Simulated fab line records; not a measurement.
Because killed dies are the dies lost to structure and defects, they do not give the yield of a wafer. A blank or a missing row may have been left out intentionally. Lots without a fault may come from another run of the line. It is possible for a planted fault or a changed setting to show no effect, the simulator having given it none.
A struck lot beside a sound one || flow sky130 || 14 out of 708 route steps
Sound: the wafers L548.1, L548.3, L548.4. Wafers struck: L558.1, L558.2, L558.6. At the end, the cause is stated.
For every step that has rows: the tool of each side, followed by ch and its chambers, followed by its first start. Under that, the readings that differ: sound wafers || struck wafers || difference of the means || sigmas: that difference in standard deviations of wafers without a fault.
alike: readings with means less than 2 such deviations apart, plus words and numbers identical on both sides. not compared: withheld readings, readings lacking a value on some wafer, bounds such as >300 that could conceal the same value, and numbers that have no deviation in the record and whose values overlap.
A row with sigmas, a row that says differs or no value, or rows on one side alone: a step with any of these is where the two part. Non-overlapping numbers with no deviation appear without sigmas and do not part them. Lack of a reading on every wafer of one side parts them only where that side has two or more wafers.

SKY_CAP2M_OVL_MEAS_12:
  sound on overlay-02, day 42 00:10; struck on overlay-02, day 44 18:44
  alike: CAP2M_OVL
SKY_CAP2M_METAL_ETCH_13: etches TiN in Cl2/BCl3, stops on SiO2, target depth 220 nm, time 62.9 s.
  sound on rie-metal-04 ch 0,1, day 42 00:12; struck on rie-metal-03 ch 0,1, day 44 18:46
  alike: bias-w, drypump-motor-current-A, oes-product-au, throttle-valve-pct
  not compared: rf-hours-counter-h
SKY_CAP2M_STRIP_14: strips in O2/N2.
  sound on plasma-asher-03 ch 0,1, day 42 00:16; struck on plasma-asher-03 ch 0,1, day 44 18:50
  alike: drypump-motor-current-A, oes-product-au, strip-time-to-endpoint-s
  not compared: rf-hours-counter-h
then, 9 steps without rows for these wafers: SKY_CAP2M_STRIP_15 (strips in post etch residue remover, time 1200 s); SKY_CAP2M_CLEAN_16 (cleans in IPA, time 180 s); SKY_CAP2M_CLEAN_17 (cleans in O3/DIW); SKY_METAL4_DEHYDRATE_05 (time 60 s); SKY_METAL4_HMDS_06 (prime time 60 s); SKY_METAL4_COAT_07 (resist thk 60 nm); SKY_METAL4_COAT_08 (resist thk 1140 nm); SKY_METAL4_SOFTBAKE_09 (time 90 s); SKY_METAL4_EXPOSE_10 (exposes mask MM4, target cd 300 nm).
SKY_METAL4_PEB_11:
  sound on litho-track-04 ch 0, day 42 23:00; struck on litho-track-01, day 45 15:00
{"reading": "exhaust-pa (Pa)", "sound": "44.4 44.4 44.1", "struck": "- - -", "difference": "no value on the struck wafers", "sigmas": ""}
  not compared: chill-plate-temp-C
then, 1 step without rows for these wafers: SKY_METAL4_DEVELOP_12 (develop time 60 s).

## WHERE THEY PART
Only at SKY_METAL4_PEB_11, as far as this record shows.

WHY: the cause the simulator had injected
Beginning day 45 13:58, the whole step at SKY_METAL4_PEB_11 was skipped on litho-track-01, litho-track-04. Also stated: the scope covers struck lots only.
